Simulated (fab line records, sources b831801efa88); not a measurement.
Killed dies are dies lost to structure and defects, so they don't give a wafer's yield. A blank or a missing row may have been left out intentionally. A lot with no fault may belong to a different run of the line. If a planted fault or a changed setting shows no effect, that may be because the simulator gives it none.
The tool behind it: which one?    flow sky130    12 lots, 36 wafers sampled, at 3 steps of a route of 708

## WHAT EACH GAUGE READ, for each wafer
SKY_NWELL_TW_MEAS_15.
lot   measured      on             NWELL_TW
L176  day 4 16:41   film-metro-01  1812 1802 1809
L178  day 5 00:09   film-metro-02  1809 1807 1810
L177  day 5 00:30   film-metro-03  1806 1818 1802
L183  day 6 11:05   film-metro-01  1831 1824 1833
L184  day 6 15:38   film-metro-01  1815 1820 1826
L185  day 6 20:55   film-metro-01  1817 1822 1821
L192  day 8 12:55   film-metro-01  1823 1818 1833
L194  day 8 21:14   film-metro-02  1799 1813 1795
L195  day 9 03:50   film-metro-03  1805 1811 1804
L196  day 9 11:23   film-metro-02  1818 1816 1818
L197  day 9 20:31   film-metro-03  1799 1816 1807
L199  day 10 03:20  film-metro-03  1823 1815 1823

SKY_VT_ADJUST_LVTN_OVL_MEAS_18.
lot   measured      on          VT_ADJUST_LVTN_01_OVL (nm)
L176  day 7 22:50   overlay-01  0.2 -0.1 -1.2
L178  day 8 06:43   overlay-02  0.4 -1.0 -0.7
L177  day 8 07:15   overlay-01  0.4 1.6 0.5
L183  day 10 00:17  overlay-01  0.5 3.7 1.4
L184  day 10 04:29  overlay-02  0.2 -1.7 -1.7
L185  day 10 10:47  overlay-01  2.8 -1.1 1.0
L192  day 12 07:09  overlay-01  0.1 0.4 0.4
L194  day 12 16:48  overlay-01  -0.3 -1.0 -1.1
L195  day 13 02:44  overlay-01  -2.6 -1.9 -2.1
L196  day 13 11:23  overlay-01  -0.5 -1.3 0.2
L197  day 13 18:56  overlay-01  -1.5 1.9 0.8
L199  day 14 05:41  overlay-02  2.3 1.3 1.2

## WHAT TOOL EACH LOT RAN ON (gives the tool, then ch and the chambers of the sampled wafers, and finally the start)
lot   SKY_PWDE_STRIP_09
L176  plasma-asher-04 ch 0,1, day 3 23:47
L178  plasma-asher-02 ch 0,1, day 4 06:33
L177  plasma-asher-01 ch 0,1, day 4 06:40
L183  plasma-asher-04 ch 0,1, day 5 15:35
L184  plasma-asher-02 ch 0,1, day 5 19:44
L185  plasma-asher-01 ch 0,1, day 6 00:41
L192  plasma-asher-02 ch 0,1, day 7 15:19
L194  plasma-asher-01 ch 0,1, day 8 00:14
L195  plasma-asher-04 ch 1, day 8 06:26
L196  plasma-asher-04 ch 1, day 8 13:16
L197  plasma-asher-01 ch 0,1, day 8 21:35
L199  plasma-asher-04 ch 0,1, day 9 04:35
- SKY_PWDE_STRIP_09: strips in O2/N2.

## AS READ BY THE TOOLS THEMSELVES (means over the sampled wafers that have a number; for cases with no such wafer, the mark the record gives instead)
SKY_PWDE_STRIP_09.
lot   tool             drypump-motor-current-A (A)  oes-product-au (a.u.)  strip-time-to-endpoint-s (s)
L176  plasma-asher-04  5.4                          0.721                  37.58
L178  plasma-asher-02  5.8                          0.723                  37.48
L177  plasma-asher-01  6.1                          0.726                  37.52
L183  plasma-asher-04  5.3                          0.723                  37.54
L184  plasma-asher-02  5.8                          0.728                  37.53
L185  plasma-asher-01  6.1                          0.721                  37.57
L192  plasma-asher-02  5.9                          0.721                  37.56
L194  plasma-asher-01  6.1                          0.724                  37.53
L195  plasma-asher-04  5.1                          0.721                  37.50
L196  plasma-asher-04  5.1                          0.723                  37.59
L197  plasma-asher-01  6.0                          0.723                  37.54
L199  plasma-asher-04  5.4                          0.724                  37.44

## THE ANSWER, worked out from the rows above alone
Rule: usual is defined by the lots themselves. The widest of any qualifying gaps counts: lots, ordered by their means at a reading, are off when they make up no more than a third of the lots, leave a main group of 4 or more, and stand apart from it by 3 or more times the standard deviation of that group's means. A main group is skipped when, at the precision printed for the reading in the tables above, its means are all equal. Also off: a lot with no number at a reading for which 4 or more lots have one. Where the step has rows for the other lots, those lots are counted as sound. Order of review: gauges by route order, followed by the tools' own readings, for which a lot's mean as printed above is used. The first step at which some lot is off is used, and at that step the reading that is off furthest; a lot without a number counts as furthest.
Across all readings shown, no lot is off: no conclusion can be drawn from this.

## WHAT WAS PUT IN BY THE SIMULATOR
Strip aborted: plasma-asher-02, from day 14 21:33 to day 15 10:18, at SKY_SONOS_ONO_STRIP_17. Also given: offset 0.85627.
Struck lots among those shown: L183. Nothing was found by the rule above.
